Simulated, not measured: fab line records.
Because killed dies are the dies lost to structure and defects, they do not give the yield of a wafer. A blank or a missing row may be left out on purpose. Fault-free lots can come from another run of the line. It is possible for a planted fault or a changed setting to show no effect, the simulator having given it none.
A struck lot beside a sound one    flow sfq_line    41 out of 325 route steps
Sound: these wafers, L161.3, L161.4, L161.6. Wafers L169.1, L169.5, L169.6 were the ones struck. The cause comes at the end.
At each step with rows: each side's tool, then ch and its chambers, then its first start. Under that, the readings that differ: sound wafers    struck wafers    difference of the means    sigmas: that difference in standard deviations of wafers without a fault.
alike: readings whose means differ by less than 2 such deviations, and words and numbers that are the same on both sides. not compared: withheld readings, readings that some wafer has no value for, bounds like >300 that may hide the same value, and numbers for which the record gives no deviation and whose values overlap.
Wherever a step has rows on one side only, a row that says differs or no value, or a row with sigmas, the two part there. When numbers do not overlap yet have no deviation, they are printed without sigmas and do not part them. A reading that every wafer of one side lacks parts them only if that side has two wafers or more.

first, 6 steps without rows for these wafers: SFQ_TRILAYER_M7_LITHO_COAT_182 (resist thk 62 nm); SFQ_TRILAYER_M7_LITHO_COAT_177 (resist thk 600 nm); SFQ_TRILAYER_M7_LITHO_SOFTBAKE_181; SFQ_TRILAYER_M7_LITHO_EXPOSE_178 (exposes mask M7, target cd 500 nm); SFQ_TRILAYER_M7_LITHO_PEB_180 (peb time 60 s); SFQ_TRILAYER_M7_LITHO_DEVELOP_179 (time 60 s).
SFQ_M7_OVL_MEAS_945:
  sound on overlay-01, day 70 01:26; struck on overlay-02, day 78 03:42
  alike: M7_OVL
then, 1 step without rows for these wafers: SFQ_TRILAYER_M7_BARC_OPEN_METAL_ETCH_229 (etches BARC in O2, target depth 125 nm, time 41.7 s).
SFQ_TRILAYER_M7_ETCH_METAL_ETCH_180: etches Nb in Cl2/Ar, stops on SiO2, target depth 240 nm, time 120 s.
  sound on rie_metal-04 ch 0,1, day 70 01:34; struck on rie_metal-04 ch 0,1, day 78 03:47
  alike: bias_w, drypump_motor_current_A, oes_product_au
  not compared: rf_hours_counter_h
SFQ_TRILAYER_M7_STRIP_STRIP_181: strips in O2.
  sound on rie_metal-04 ch 0,1, day 70 01:50; struck on rie_metal-04 ch 0,1, day 78 03:55
  alike: drypump_motor_current_A, oes_product_au, platen_temp_c
  not compared: rf_hours_counter_h
then, 1 step without rows for these wafers: SFQ_TRILAYER_M7_STRIP_SOLV_CLEAN_182 (cleans in NMP, time 600 s).
SFQ_TRILAYER_I7_DEP_PECVD_183: deposits SiO2 from SiH4/N2O, time 111.11 s, target thk 500 nm.
  sound on pecvd-03 ch 0,1,2, day 70 02:25; struck on pecvd-01 ch 1,2, day 78 04:41
  alike: heater_power_w, throttle_valve_pct
SFQ_TRILAYER_I7_CMP_CMP_184: polishes SiO2.
  sound on cmp-02 ch 1,2,3, day 70 02:30; struck on cmp-01 ch 0,2,3, day 78 11:10
reading                                              sound              struck           difference  sigmas
time_to_endpoint_s (s)                               203 225 200        274 275 274      +65         +7
model.SiO2_of_TRILAYER_I7_DEP_PECVD_183.thk_nm (nm)  198.4 199.5 199.2  302.3 301 303.3  +103.2      
  alike: head_pressure_psi, motor_current_A, slurry_flow_ml_min
SFQ_I7_BOW_MEAS_946:
  sound on film_metro-02, day 70 05:32; struck on film_metro-03, day 78 13:10
  alike: I7_BOW
SFQ_TRILAYER_I7_METRO_MEASURE_185:
  sound on film_metro-02, day 70 06:01; struck on film_metro-03, day 78 13:17
reading      sound              struck             difference  sigmas
thk_nm (nm)  198.4 199.4 199.2  302.5 301.1 303.3  +103.3      +74
then, 6 steps without rows for these wafers: SFQ_TRILAYER_I7_VIA_LITHO_COAT_192 (resist thk 62 nm); SFQ_TRILAYER_I7_VIA_LITHO_COAT_187 (resist thk 650 nm); SFQ_TRILAYER_I7_VIA_LITHO_SOFTBAKE_191; SFQ_TRILAYER_I7_VIA_LITHO_EXPOSE_188 (exposes mask I7, target cd 1000 nm); SFQ_TRILAYER_I7_VIA_LITHO_PEB_190 (peb time 60 s); SFQ_TRILAYER_I7_VIA_LITHO_DEVELOP_189 (time 60 s).
-- the record jumps here: 3 days lie between the struck wafers' starts before and after --
SFQ_I7_OVL_MEAS_947:
  sound on overlay-02, day 75 02:15; struck on overlay-02, day 81 12:29
  alike: I7_OVL
SFQ_TRILAYER_I7_VIA_BARC_OPEN_VIA_ETCH_260: etches BARC in O2, target depth 125 nm, time 41.7 s.
  sound on rie_diel-03 ch 1,2, day 75 02:17; struck on rie_diel-04 ch 0,1, day 81 12:32
  alike: bias_w, drypump_motor_current_A, oes_product_au
  not compared: rf_hours_counter_h
SFQ_TRILAYER_I7_VIA_ETCH_VIA_ETCH_190: etches SiO2 in CHF3, stops on Nb, target depth 260 nm.
  sound on rie_diel-03 ch 1,2, day 75 02:19; struck on rie_diel-04 ch 0,1, day 81 12:34
reading                         sound              struck             difference  sigmas
oes_product_au (a.u.)           0.850 0.850 0.853  0.997 0.997 1.012  +0.151      +26
model.etch.depth_nm (nm)        198.4 199.5 199.2  255.9 255.2 261.2  +58.4       
model.I7.feature_depth_nm (nm)  198.4 199.5 199.2  255.9 255.2 261.2  +58.4       
  alike: bias_w, drypump_motor_current_A
SFQ_TRILAYER_I7_VIA_STRIP_STRIP_191: strips in O2.
  sound on rie_metal-04 ch 0,1, day 75 02:38; struck on rie_metal-03 ch 0,1, day 81 12:41
reading                      sound        struck       difference  sigmas
drypump_motor_current_A (A)  5.7 5.5 5.7  6.6 6.2 6.6  +0.8        +2
  alike: oes_product_au, platen_temp_c
  not compared: rf_hours_counter_h
then, 8 steps without rows for these wafers: SFQ_TRILAYER_I7_VIA_STRIP_SOLV_CLEAN_192 (cleans in NMP, time 600 s); SFQ_TRILAYER_M8_LITHO_LOR_COAT_197; SFQ_TRILAYER_M8_LITHO_LOR_BAKE_198; SFQ_TRILAYER_M8_LITHO_COAT_193 (resist thk 600 nm); SFQ_TRILAYER_M8_LITHO_SOFTBAKE_199; SFQ_TRILAYER_M8_LITHO_EXPOSE_194 (exposes mask M8, target cd 2000 nm); SFQ_TRILAYER_M8_LITHO_PEB_196 (peb time 60 s); SFQ_TRILAYER_M8_LITHO_DEVELOP_195 (img clear 15 s, time 55 s).
-- the record jumps here: 3 days lie between the struck wafers' starts before and after --
SFQ_M8_OVL_MEAS_948:
  sound on overlay-02, day 77 12:06; struck on overlay-01, day 84 17:30
  alike: M8_OVL
then, 3 steps without rows for these wafers: SFQ_TRILAYER_M8_DEP_EVAP_197 (material Ti, target thk 20 nm, time 100 s); SFQ_TRILAYER_M8_DEP_EVAP_198 (material Pt, target thk 50 nm, time 250 s); SFQ_TRILAYER_M8_DEP_EVAP_196 (material Au, target thk 180 nm, time 900 s).
SFQ_M8_RS_MEAS_949: the measuring method here is four-point-probe.
  sound on film_metro-04, day 77 12:55; struck on film_metro-02, day 84 18:17
reading            sound                 struck                difference  sigmas
M8_AU_RS (ohm/sq)  0.1497 0.1534 0.1511  0.1572 0.1556 0.1559  +0.0048     +2
SFQ_M8_THK_MEAS_950: measures by xrf.
  sound on film_metro-04, day 77 13:01; struck on film_metro-02, day 84 18:24
  alike: M8_AU_THK
then, 1 step without rows for these wafers: SFQ_TRILAYER_M8_LIFTOFF_LIFTOFF_197 (chemistry NMP, time 600 s).
SFQ_M8_BOW_MEAS_951:
  sound on film_metro-02, day 77 13:16; struck on film_metro-01, day 84 18:38
reading                  sound              struck             difference  sigmas
model.etest.i7.link_ohm  1.039 1.037 1.045  1e+06 1e+06 1e+06  +1e+06      
  alike: M8_BOW

WHERE THEY PART
Earliest at SFQ_TRILAYER_I7_CMP_CMP_184; latest, in this record, at SFQ_M8_RS_MEAS_949. Later steps at which nothing parts them and some readings are alike: SFQ_M8_THK_MEAS_950, SFQ_M8_BOW_MEAS_951.

WHY: the cause the simulator had injected
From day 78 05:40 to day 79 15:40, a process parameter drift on cmp-01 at SFQ_TRILAYER_I7_CMP_CMP_184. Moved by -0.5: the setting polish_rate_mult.
